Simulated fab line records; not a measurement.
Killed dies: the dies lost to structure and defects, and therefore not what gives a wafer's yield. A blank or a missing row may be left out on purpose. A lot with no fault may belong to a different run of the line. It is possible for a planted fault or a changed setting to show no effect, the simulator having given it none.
Which tool is to blame?	flow sky130	72 wafers from 24 lots sampled at 5 of the route's 708 steps

## WHAT EACH GAUGE READ, for each wafer
SKY_FIELD_ISO_BOW_MEAS_00.
lot	measured	on	INCOMING_BOW (um)
L074	day 1 10:00	filmMetro-04	12 7 -4
L075	day 1 15:02	filmMetro-02	2 0 -2
L076	day 1 20:00	filmMetro-04	-2 0 5
L077	day 2 01:01	filmMetro-04	7 -3 -6
L078	day 2 06:01	filmMetro-02	-3 -3 4
L079	day 2 11:04	filmMetro-03	14 -14 -7
L080	day 2 16:02	filmMetro-03	5 -17 0
L081	day 2 21:01	filmMetro-03	-4 7 8
L082	day 3 02:01	filmMetro-03	-5 -1 5
L083	day 3 07:00	filmMetro-04	-6 -6 -8
L084	day 3 12:01	filmMetro-03	2 4 -7
L085	day 3 17:02	filmMetro-04	-1 -5 -5
L086	day 3 22:01	filmMetro-04	5 8 5
L087	day 4 03:00	filmMetro-03	5 -4 -4
L088	day 4 08:00	filmMetro-03	-2 -4 -5
L089	day 4 13:04	filmMetro-02	-5 -8 3
L090	day 4 18:00	filmMetro-03	9 -3 7
L091	day 4 23:04	filmMetro-02	-6 7 0
L092	day 5 04:04	filmMetro-02	3 -13 -2
L093	day 5 09:02	filmMetro-04	-12 2 -6
L094	day 5 14:01	filmMetro-04	-15 6 -1
L095	day 5 19:00	filmMetro-04	3 6 -6
L096	day 6 00:00	filmMetro-04	-9 2 -14
L097	day 6 05:02	filmMetro-03	6 -5 -3

SKY_VT_ADJUST_LVTN_TW_MEAS_10.
lot	measured	on	VT_ADJUST_LVTN_TW
L074	day 6 21:52	filmMetro-03	240.1 240.4 239.6
L075	day 6 22:10	filmMetro-01	240.5 242.0 242.3
L076	day 7 13:29	filmMetro-04	242.3 242.6 242.4
L077	day 7 15:29	filmMetro-03	242.1 241.1 242.1
L078	day 8 02:47	filmMetro-04	243.4 242.3 242.9
L079	day 8 15:26	filmMetro-01	240.3 240.5 239.7
L080	day 8 16:29	filmMetro-03	239.5 240.4 239.4
L081	day 9 01:08	filmMetro-04	242.9 240.2 242.9
L082	day 9 03:56	filmMetro-03	240.2 240.9 240.3
L083	day 9 05:57	filmMetro-04	242.5 241.5 241.9
L084	day 9 17:47	filmMetro-04	241.1 240.8 241.7
L085	day 10 01:05	filmMetro-04	242.1 243.9 242.1
L086	day 10 05:38	filmMetro-01	243.0 243.9 242.4
L087	day 10 14:26	filmMetro-04	243.1 242.5 243.2
L088	day 11 04:03	filmMetro-04	242.2 242.6 242.0
L089	day 11 03:54	filmMetro-01	242.2 242.4 243.4
L090	day 11 10:08	filmMetro-04	241.4 243.1 242.3
L091	day 11 15:40	filmMetro-04	241.6 242.3 241.9
L092	day 11 16:47	filmMetro-04	242.4 243.5 243.0
L093	day 12 05:28	filmMetro-03	238.8 239.9 239.3
L094	day 12 12:53	filmMetro-04	243.1 242.6 242.6
L095	day 12 14:47	filmMetro-03	241.3 241.2 241.6
L096	day 12 19:35	filmMetro-01	241.3 241.7 241.9
L097	day 13 07:39	filmMetro-01	241.2 241.9 240.0

SKY_VIA2_BOW_MEAS_03.
lot	measured	on	VIA2_BOW (um)
L074	day 34 21:47	filmMetro-03	95 91 79
L075	day 34 20:32	filmMetro-02	87 85 83
L076	day 35 16:23	filmMetro-03	87 88 92
L077	day 35 20:56	filmMetro-02	87 74 71
L078	day 36 14:24	filmMetro-02	85 86 91
L079	day 37 10:47	filmMetro-02	99 70 79
L080	day 37 09:19	filmMetro-04	92 70 88
L081	day 37 17:15	filmMetro-03	81 95 93
L082	day 37 19:34	filmMetro-03	78 81 89
L083	day 38 00:57	filmMetro-03	81 80 78
L084	day 38 04:46	filmMetro-03	83 85 72
L085	day 38 21:01	filmMetro-04	85 78 78
L086	day 39 01:28	filmMetro-04	90 92 90
L087	day 39 11:46	filmMetro-03	93 83 85
L088	day 39 18:15	filmMetro-03	82 80 80
L089	day 39 20:15	filmMetro-03	81 77 90
L090	day 40 06:48	filmMetro-03	98 87 95
L091	day 40 08:56	filmMetro-03	83 96 89
L092	day 40 12:08	filmMetro-03	89 72 83
L093	day 40 21:39	filmMetro-04	74 89 79
L094	day 41 06:32	filmMetro-03	71 94 86
L095	day 41 07:40	filmMetro-02	95 97 86
L096	day 41 11:34	filmMetro-04	72 84 67
L097	day 41 19:46	filmMetro-03	84 74 77

SKY_CAP2M_RS_MEAS_03: uses a four-point probe to measure.
lot	measured	on	CAP2M_TIN_RS (ohm/sq)
L074	day 39 10:53	filmMetro-04	6.89 6.87 6.90
L075	day 39 09:43	filmMetro-01	6.77 6.85 6.78
L076	day 40 02:17	filmMetro-03	6.81 6.96 6.82
L077	day 40 08:44	filmMetro-04	7.01 7.05 7.00
L078	day 40 22:35	filmMetro-03	6.87 6.78 6.83
L079	day 41 18:47	filmMetro-04	6.89 6.89 6.90
L080	day 41 17:49	filmMetro-01	6.93 6.83 6.89
L081	day 42 01:18	filmMetro-03	7.05 6.95 6.95
L082	day 42 03:13	filmMetro-03	6.97 6.94 6.94
L083	day 42 08:17	filmMetro-04	7.01 7.02 6.95
L084	day 42 12:59	filmMetro-03	6.97 6.92 6.95
L085	day 43 03:08	filmMetro-04	6.94 6.87 6.88
L086	day 43 09:16	filmMetro-04	6.81 6.87 6.80
L087	day 43 18:26	filmMetro-03	6.73 6.82 6.87
L088	day 43 21:35	filmMetro-04	6.86 6.84 6.82
L089	day 43 23:13	filmMetro-01	6.87 6.90 6.83
L090	day 44 11:14	filmMetro-03	6.81 6.80 6.81
L091	day 44 12:07	filmMetro-03	6.80 6.90 6.91
L092	day 44 15:22	filmMetro-04	6.85 6.93 6.87
L093	day 44 21:53	filmMetro-03	6.93 6.89 6.92
L094	day 45 07:27	filmMetro-03	6.82 6.84 6.73
L095	day 45 08:20	filmMetro-03	6.88 6.80 6.76
L096	day 45 11:05	filmMetro-04	6.84 6.79 6.70
L097	day 45 17:32	filmMetro-01	6.71 6.78 6.78

## TOOL THAT RAN EACH LOT (tool first, then ch and the chambers of the sampled wafers, then the start)
lot	SKY_POLY_CUT_ETCH_10
L074	rieDiel-03 ch 0,2,3, day 24 04:38
L075	rieDiel-01 ch 0,2,3, day 24 03:27
L076	rieDiel-03 ch 1,2,3, day 25 00:33
L077	rieDiel-03 ch 0,2, day 25 04:51
L078	rieDiel-03 ch 0,1,3, day 25 23:36
L079	rieDiel-04 ch 0,3, day 27 02:48
L080	rieDiel-03 ch 0,2,3, day 27 01:03
L081	rieDiel-03 ch 0,2, day 27 06:51
L082	rieDiel-01 ch 0,2,3, day 27 10:54
L083	rieDiel-04 ch 0,1,2, day 27 16:15
L084	rieDiel-04 ch 1,2, day 27 21:35
L085	rieDiel-01 ch 1,2, day 28 15:30
L086	rieDiel-04 ch 0,1,2, day 28 17:02
L087	rieDiel-04 ch 0,2,3, day 29 07:00
L088	rieDiel-04 ch 1,3, day 29 14:44
L089	rieDiel-01 ch 1,2, day 29 16:57
L090	rieDiel-04 ch 0,2,3, day 30 02:39
L091	rieDiel-03 ch 1,2,3, day 30 04:35
L092	rieDiel-01 ch 0,1,2, day 30 08:21
L093	rieDiel-01 ch 0,1,2, day 30 20:09
L094	rieDiel-04 ch 0,1,2, day 31 04:29
L095	rieDiel-03 ch 1,2,3, day 31 04:33
L096	rieDiel-04 ch 0,2,3, day 31 10:56
L097	rieDiel-03 ch 0,3, day 32 00:48
- SKY_POLY_CUT_ETCH_10: etches BARC in N2/H2, stops on SiO2, time 45.9 s, target depth 60 nm.

## WHAT THE TOOLS THEMSELVES READ (means of the sampled wafers that have a number; where no wafer has one, the mark that the record gives instead)
SKY_POLY_CUT_ETCH_10.
lot	tool	biasW (W)	drypumpMotorCurrentA (A)	oesProductAu (a.u.)	throttleValvePct (%)
L074	rieDiel-03	99.73	5.4	0.857	13.221
L075	rieDiel-01	99.93	6.1	0.854	13.227
L076	rieDiel-03	99.86	5.3	0.852	13.224
L077	rieDiel-03	99.89	5.5	0.851	13.218
L078	rieDiel-03	100.05	5.1	0.857	13.227
L079	rieDiel-04	100.02	6.0	0.853	13.226
L080	rieDiel-03	99.90	5.3	0.851	13.232
L081	rieDiel-03	100.13	5.5	0.856	13.236
L082	rieDiel-01	100.01	6.1	0.860	13.222
L083	rieDiel-04	100.38	6.1	0.853	13.227
L084	rieDiel-04	100.03	6.1	0.849	13.219
L085	rieDiel-01	99.97	5.5	0.857	13.223
L086	rieDiel-04	99.75	6.1	0.857	13.223
L087	rieDiel-04	100.07	6.2	0.848	13.220
L088	rieDiel-04	99.99	5.8	0.851	13.222
L089	rieDiel-01	100.00	5.8	0.856	13.233
L090	rieDiel-04	100.05	6.1	0.847	13.228
L091	rieDiel-03	99.78	5.3	0.858	13.220
L092	rieDiel-01	100.28	5.9	0.851	13.222
L093	rieDiel-01	100.14	5.9	0.856	13.221
L094	rieDiel-04	100.23	6.1	0.854	13.217
L095	rieDiel-03	99.66	5.3	0.852	13.223
L096	rieDiel-04	100.10	6.2	0.854	13.226
L097	rieDiel-03	100.11	5.2	0.855	13.219

## THE ANSWER, worked out from the rows above alone
Rule: the usual values come from the lots themselves. The widest of any qualifying gaps counts: lots, ordered by their means at a reading, are off when they make up no more than a third of the lots, leave a main group of 4 or more, and stand apart from it by 3 or more times the standard deviation of that group's means. A main group is skipped when, at the precision printed for the reading in the tables above, its means are all equal. Also off: a lot with no number at a reading for which 4 or more lots have one. Where the step has rows for the other lots, those lots are counted as sound. Order of review: gauges by route order, followed by the tools' own readings, for which a lot's mean as printed above is used. The first step at which some lot is off is used, and at that step the reading that is off furthest; a lot without a number counts as furthest.
None of the lots is off at any reading shown; this tells nothing.

## WHAT THE SIMULATOR HAD PUT IN
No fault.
